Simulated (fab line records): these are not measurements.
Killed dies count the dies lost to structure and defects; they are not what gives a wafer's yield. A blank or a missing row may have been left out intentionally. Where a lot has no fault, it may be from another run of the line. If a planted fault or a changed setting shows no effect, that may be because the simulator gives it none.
Which tool was responsible? ; flow sky130 ; 12 lots, 35 wafers sampled, at 3 steps of a route of 708

== WHAT EACH GAUGE READ, for each wafer ==
SKY_LI_CONTACT_CD_MEAS_12: the cd target is 170 nm.
lot;measured;on;cd-nm (nm)
L581;day 30 17:57;cd-sem-02;171.7 169.3 170.5
L582;day 31 01:01;cd-sem-02;168.9 168.9 168.5
L587;day 32 10:47;cd-sem-02;169.4 169.2 169.5
L589;day 32 22:09;cd-sem-02;166.6 167.5 167.8
L590;day 33 15:16;cd-sem-02;168.8 169.1 168.9
L594;day 34 15:05;cd-sem-01;173.2 171.0 171.6
L595;day 35 01:38;cd-sem-01;172.2 172.4 172.6
L596;day 35 12:18;cd-sem-01;167.5 168.7 169.3
L597;day 35 22:42;cd-sem-02;174.4 173.3 174.2
L599;day 36 08:23;cd-sem-01;169.5 168.6 168.8
L600;day 36 13:50;cd-sem-01;168.1 167.7 167.1
L601;day 36 14:27;cd-sem-02;171.3 171.2

SKY_LOCAL_INTERCONNECT_RS_MEAS_01: uses a four-point probe to measure.
lot;measured;on;LOCAL_INTERCONNECT_TIN_RS (ohm/sq)
L581;day 30 19:20;film-metro-01;13.96 13.89 13.93
L582;day 31 02:24;film-metro-03;14.00 13.98 14.31
L587;day 32 12:10;film-metro-04;13.92 14.18 14.13
L589;day 32 23:33;film-metro-04;14.05 14.01 13.77
L590;day 33 16:38;film-metro-01;13.71 13.95 13.73
L594;day 34 16:28;film-metro-04;14.19 14.26 14.27
L595;day 35 03:01;film-metro-04;14.17 14.23 14.44
L596;day 35 13:41;film-metro-01;14.03 14.19 14.10
L597;day 36 00:05;film-metro-01;14.59 14.38 14.23
L599;day 36 09:48;film-metro-01;13.99 14.11 14.08
L600;day 36 15:14;film-metro-04;14.10 14.06 14.00
L601;day 36 15:51;film-metro-03;13.99 13.96

== EACH LOT AND THE TOOL THAT RAN IT (in order: tool; ch and the chambers of the sampled wafers; start) ==
lot;SKY_LI_CONTACT_SPUTTER_20
L581;pvd-sputter-02, day 30 18:34
L582;pvd-sputter-03, day 31 01:38
L587;pvd-sputter-01, day 32 11:26
L589;pvd-sputter-03, day 32 22:48
L590;pvd-sputter-02, day 33 15:51
L594;pvd-sputter-02, day 34 15:44
L595;pvd-sputter-01, day 35 02:15
L596;pvd-sputter-03, day 35 12:57
L597;pvd-sputter-01, day 35 23:20
L599;pvd-sputter-03, day 36 09:04
L600;pvd-sputter-01, day 36 14:30
L601;pvd-sputter-02, day 36 15:05
- SKY_LI_CONTACT_SPUTTER_20: material TiN, target thk 20 nm, time 80 s.

== WHAT THE TOOLS THEMSELVES READ (means of the sampled wafers that have a number; where no wafer has one, the mark that the record gives instead) ==
SKY_LI_CONTACT_SPUTTER_20.
lot;tool;throttle-valve-pct (%)
L581;pvd-sputter-02;29.3
L582;pvd-sputter-03;30.0
L587;pvd-sputter-01;30.3
L589;pvd-sputter-03;28.8
L590;pvd-sputter-02;29.5
L594;pvd-sputter-02;29.7
L595;pvd-sputter-01;30.4
L596;pvd-sputter-03;31.0
L597;pvd-sputter-01;30.5
L599;pvd-sputter-03;28.9
L600;pvd-sputter-01;29.8
L601;pvd-sputter-02;29.5

== THE ANSWER, worked out from the rows above alone ==
Rule: the lots themselves supply what counts as usual. The widest of any qualifying gaps counts: lots, ordered by their means at a reading, are off when they make up no more than a third of the lots, leave a main group of 4 or more, and stand apart from it by 3 or more times the standard deviation of that group's means. The tables above print the reading to a certain number of digits; a main group whose means all agree to those digits is not used. Also off: a lot with no number at a reading for which 4 or more lots have one. All remaining lots with rows at the step are treated as sound. The gauges are gone through in route order, then the tools' own readings, and for those a lot's mean is taken as printed above. The first step at which some lot is off is used, and at that step the reading that is off furthest; a lot without a number counts as furthest.
None of the lots is off at any reading shown; this tells nothing.

== WHAT THE SIMULATOR HAD PUT IN ==
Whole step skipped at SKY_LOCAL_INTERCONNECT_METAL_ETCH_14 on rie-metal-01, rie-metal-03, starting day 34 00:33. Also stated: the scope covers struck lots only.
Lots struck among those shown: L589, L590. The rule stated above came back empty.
